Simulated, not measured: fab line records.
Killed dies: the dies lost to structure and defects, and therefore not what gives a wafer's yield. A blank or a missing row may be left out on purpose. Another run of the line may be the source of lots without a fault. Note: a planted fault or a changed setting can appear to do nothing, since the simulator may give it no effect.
The tool behind it: which one? | flow gf180mcu | 13 lots, 39 wafers sampled, at 5 steps of a route of 602

== WHAT THE GAUGES READ, wafer by wafer ==
GF_STI_THK_MEAS_02. Usual: for STI_OXIDATION_THK the level is 10.10 nm and the standard deviation is 0.2.
lot  | measured    | on            | STI_OXIDATION_THK (nm) | flag
L275 | day 1 11:31 | film metro-01 | 9.61 9.96 9.92         |
L276 | day 1 16:39 | film metro-03 | 10.07 10.30 10.22      |
L277 | day 1 21:31 | film metro-03 | 10.00 9.92 9.96        |
L278 | day 2 02:31 | film metro-01 | 10.68 10.40 10.66      |
L279 | day 2 08:23 | film metro-02 | 10.37 10.35 10.17      |
L283 | day 3 04:37 | film metro-03 | 10.16 10.02 10.10      |
L284 | day 3 08:31 | film metro-03 | 9.96 10.09 10.22       |
L286 | day 3 19:04 | film metro-02 | 10.02 9.95 10.06       |
L289 | day 4 09:32 | film metro-01 | 9.85 9.96 9.80         |
L291 | day 4 20:12 | film metro-03 | 10.19 10.37 10.25      |
L292 | day 5 00:32 | film metro-03 | 10.07 10.10 10.08      |
L294 | day 5 10:31 | film metro-03 | 10.04 9.90 9.91        |
L298 | day 6 07:02 | film metro-03 | 10.18 10.10 10.10      |

GF_MVPSD_TW_MEAS_11. Usual: for MVPSD_TW the level is 554 and the standard deviation is 3.6.
lot  | measured     | on            | MVPSD_TW    | flag
L275 | day 5 00:25  | film metro-01 | 554 557 556 |
L276 | day 5 07:49  | film metro-04 | 550 548 555 |
L277 | day 5 14:04  | film metro-04 | 551 551 551 |
L278 | day 5 19:22  | film metro-04 | 550 550 552 |
L279 | day 6 01:28  | film metro-04 | 550 549 548 |
L283 | day 7 00:58  | film metro-04 | 556 554 554 |
L284 | day 7 05:49  | film metro-02 | 555 553 554 |
L286 | day 7 17:58  | film metro-04 | 550 552 554 |
L289 | day 8 12:38  | film metro-01 | 557 556 558 |
L291 | day 9 01:18  | film metro-02 | 677 676 677 | OFF
L292 | day 9 05:44  | film metro-04 | 552 554 556 |
L294 | day 9 19:01  | film metro-01 | 673 676 678 | OFF
L298 | day 10 19:16 | film metro-04 | 551 552 550 |

GF_VT_IMPLANT_RS_MEAS_49: the measuring method here is four-point-probe. Usual: for MVPSD_RS the level is 1170.7 ohm/sq and the standard deviation is 2.6.
lot  | measured     | on            | MVPSD_RS (ohm/sq)    | flag
L275 | day 7 13:55  | film metro-02 | 1168.6 1171.6 1171.0 |
L276 | day 7 22:46  | film metro-01 | 1166.2 1163.5 1167.8 |
L277 | day 8 03:23  | film metro-02 | 1178.6 1174.2 1173.4 |
L278 | day 8 10:22  | film metro-04 | 1173.4 1175.2 1173.0 |
L279 | day 8 17:50  | film metro-01 | 1169.7 1170.8 1170.1 |
L283 | day 9 19:20  | film metro-02 | 1167.9 1168.9 1165.4 |
L284 | day 10 01:41 | film metro-01 | 1170.9 1171.1 1168.2 |
L286 | day 10 14:53 | film metro-01 | 1168.5 1170.0 1168.2 |
L289 | day 11 12:06 | film metro-02 | 1172.0 1167.4 1174.9 |
L291 | day 12 01:29 | film metro-04 | 827.4 826.3 823.8    | OFF
L292 | day 12 07:47 | film metro-04 | 1169.6 1170.6 1168.9 |
L294 | day 12 23:08 | film metro-04 | 824.4 822.3 822.9    | OFF
L298 | day 14 01:44 | film metro-01 | 1169.3 1171.9 1172.9 |

GF_HV_LDD_TW_MEAS_23. Usual: for HV_LDD_2_TW the level is 1063 and the standard deviation is 6.7.
lot  | measured     | on            | HV_LDD_2_TW    | flag
L275 | day 10 18:30 | film metro-02 | 1078 1081 1074 |
L276 | day 11 05:38 | film metro-01 | 1057 1058 1052 |
L277 | day 11 10:17 | film metro-02 | 1069 1068 1069 |
L278 | day 12 00:57 | film metro-02 | 1061 1062 1066 |
L279 | day 12 07:04 | film metro-01 | 1067 1063 1067 |
L283 | day 13 07:20 | film metro-02 | 1072 1070 1064 |
L284 | day 13 13:10 | film metro-02 | 1067 1060 1071 |
L286 | day 14 08:22 | film metro-01 | 1070 1067 1066 |
L289 | day 15 05:06 | film metro-04 | 1048 1050 1051 |
L291 | day 15 21:55 | film metro-02 | 1069 1072 1064 |
L292 | day 16 01:43 | film metro-02 | 1067 1066 1062 |
L294 | day 16 21:20 | film metro-01 | 1066 1066 1065 |
L298 | day 18 02:31 | film metro-02 | 1064 1058 1057 |

== TOOL THAT RAN EACH LOT (tool first, then ch and the chambers of the sampled wafers, then the start) ==
lot  | GF_MVPSD_IMPLANT_08
L275 | implanter-04 ch 0, day 5 00:02
L276 | implanter-04 ch 0, day 5 07:26
L277 | implanter-02 ch 0, day 5 13:40
L278 | implanter-02 ch 0, day 5 18:59
L279 | implanter-04 ch 0, day 6 01:04
L283 | implanter-03 ch 0, day 7 00:36
L284 | implanter-03 ch 0, day 7 05:25
L286 | implanter-02 ch 0, day 7 17:36
L289 | implanter-03 ch 0, day 8 12:17
L291 | implanter-03 ch 0, day 9 00:30
L292 | implanter-02 ch 0, day 9 05:22
L294 | implanter-02 ch 0, day 9 18:14
L298 | implanter-03 ch 0, day 10 18:52
- GF_MVPSD_IMPLANT_08

== AS READ BY THE TOOLS THEMSELVES (means over the sampled wafers that have a number; for cases with no such wafer, the mark the record gives instead) ==
The record holds no such reading with a usual standard deviation.

== THE ANSWER, worked out from the rows above alone ==
Rule: lot off if the mean of its wafers having a number is beyond 3 standard deviations from the usual mean. Also off: a lot with no number at a reading for which 4 or more lots have one. All remaining lots with rows at the step are treated as sound. Order of review: gauges by route order, followed by the tools' own readings, for which a lot's mean as printed above is used. At the first step where some lot is off, the reading lying furthest off is the one used; lots without a number count as furthest.
Off: at GF_MVPSD_TW_MEAS_11 (MVPSD_TW), L291, L294.
If a tool, at a process step before that reading, ran all the lots that are off and no sound lot after the first of them, it fits. Not tried: the gauges at GF_MVPSD_TW_MEAS_11; whatever is off there is also off at GF_VT_IMPLANT_RS_MEAS_49, on other tools, and gauge error can't account for it. Not one of the candidates tried fits.

== WHAT THE SIMULATOR HAD INSERTED ==
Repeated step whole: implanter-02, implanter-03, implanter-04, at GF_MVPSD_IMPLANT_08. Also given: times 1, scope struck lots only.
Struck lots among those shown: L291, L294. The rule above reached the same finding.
